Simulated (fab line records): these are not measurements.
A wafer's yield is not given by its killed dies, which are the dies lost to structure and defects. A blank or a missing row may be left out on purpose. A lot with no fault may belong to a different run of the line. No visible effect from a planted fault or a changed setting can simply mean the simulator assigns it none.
The same fault as seen by 2 desks + flow gf180mcu + only its own numbers are on each desk; what lay behind them is given at the end

## METROLOGY DESK
What the gauges read, lot by lot, whatever tool the lot ran on: means of the sampled wafers that have a number. Marked OUT: a lot whose mean sits more than 4 standard deviations from the usual mean, which makes it out of limits; the brackets give that distance.
Columns: A = VT_IMPLANT_2_TW at GF_VT_IMPLANT_TW_MEAS_21, usual 1221; B = M1_OVL at GF_M1_OVL_MEAS_15, usual -2 nm
| lot  | first seen here | A               | B   |
|------|-----------------|-----------------|-----|
| L496 | day 6 11:33     | 1217            | 3   |
| L497 | day 6 19:56     | 1217            | -0  |
| L498 | day 7 00:05     | 1210            | -3  |
| L501 | day 7 19:29     | 1227            | -1  |
| L503 | day 8 08:56     | 1223            | -6  |
| L504 | day 8 13:26     | 1229            | 0   |
| L506 | day 9 03:05     | 1215            | -2  |
| L507 | day 9 13:24     | 1217            | 2   |
| L508 | day 9 14:40     | 1290 (+7.7) OUT | -6  |
| L509 | day 10 02:41    | 1297 (+8.4) OUT | 0   |
| L510 | day 10 06:44    | 1215            | -6  |
| L511 | day 10 14:28    | 1283 (+6.9) OUT | -11 |
| L518 | day 12 08:58    | 1234            | -3  |
Per this desk, out of limits: L508, L509, L511; the first was L508, day 9 14:40 (VT_IMPLANT_2_TW at GF_VT_IMPLANT_TW_MEAS_21). In limits: L496, L497, L498, L501, L503, L504, L506, L507, L510, L518.

## FOR THE TOOL OWNER'S DESK: implanter-04
The tool's own readings at GF_VT_IMPLANT_IMPLANT_19: means of the sampled wafers that have a number, for each lot that ran on this tool. Marked OUT: a lot whose mean sits more than 4 standard deviations from the usual mean, which makes it out of limits; the brackets give that distance.
Columns: A = beam-energy-keV at GF_VT_IMPLANT_IMPLANT_19, usual 100.000
| lot  | first seen here | A                         |
|------|-----------------|---------------------------|
| L503 | day 8 08:41     | 100.009                   |
| L504 | day 8 13:11     | 100.040                   |
| L506 | day 9 02:50     | 100.000                   |
| L507 | day 9 13:09     | 100.008                   |
| L508 | day 9 14:27     | 120.040 (+99 or more) OUT |
| L509 | day 10 02:26    | 120.000 (+99 or more) OUT |
| L511 | day 10 14:14    | 120.013 (+99 or more) OUT |
This desk finds L508, L509, L511 out of limits, L508 being first, at day 9 14:27 (beam-energy-keV at GF_VT_IMPLANT_IMPLANT_19). In limits: L503, L504, L506, L507.

## TAKEN TOGETHER
On L508, L509, L511, at day 9 14:27, an alarm was possible from the tool owner's desk.
On L508, L509, L511, the metrology desk was in a position to raise an alarm at day 9 14:40.
GF_VT_IMPLANT_IMPLANT_19 was run on implanter-04 by each of the lots named.

## WHAT THE SIMULATOR HAD PUT IN
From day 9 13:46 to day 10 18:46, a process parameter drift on implanter-04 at GF_VT_IMPLANT_IMPLANT_19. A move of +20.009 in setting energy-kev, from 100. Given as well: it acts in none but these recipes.
Struck lots among those shown: L508, L509, L511.
Fault start to first reading out of limits, in hours, per desk: tool owner, 1; metrology, 1.
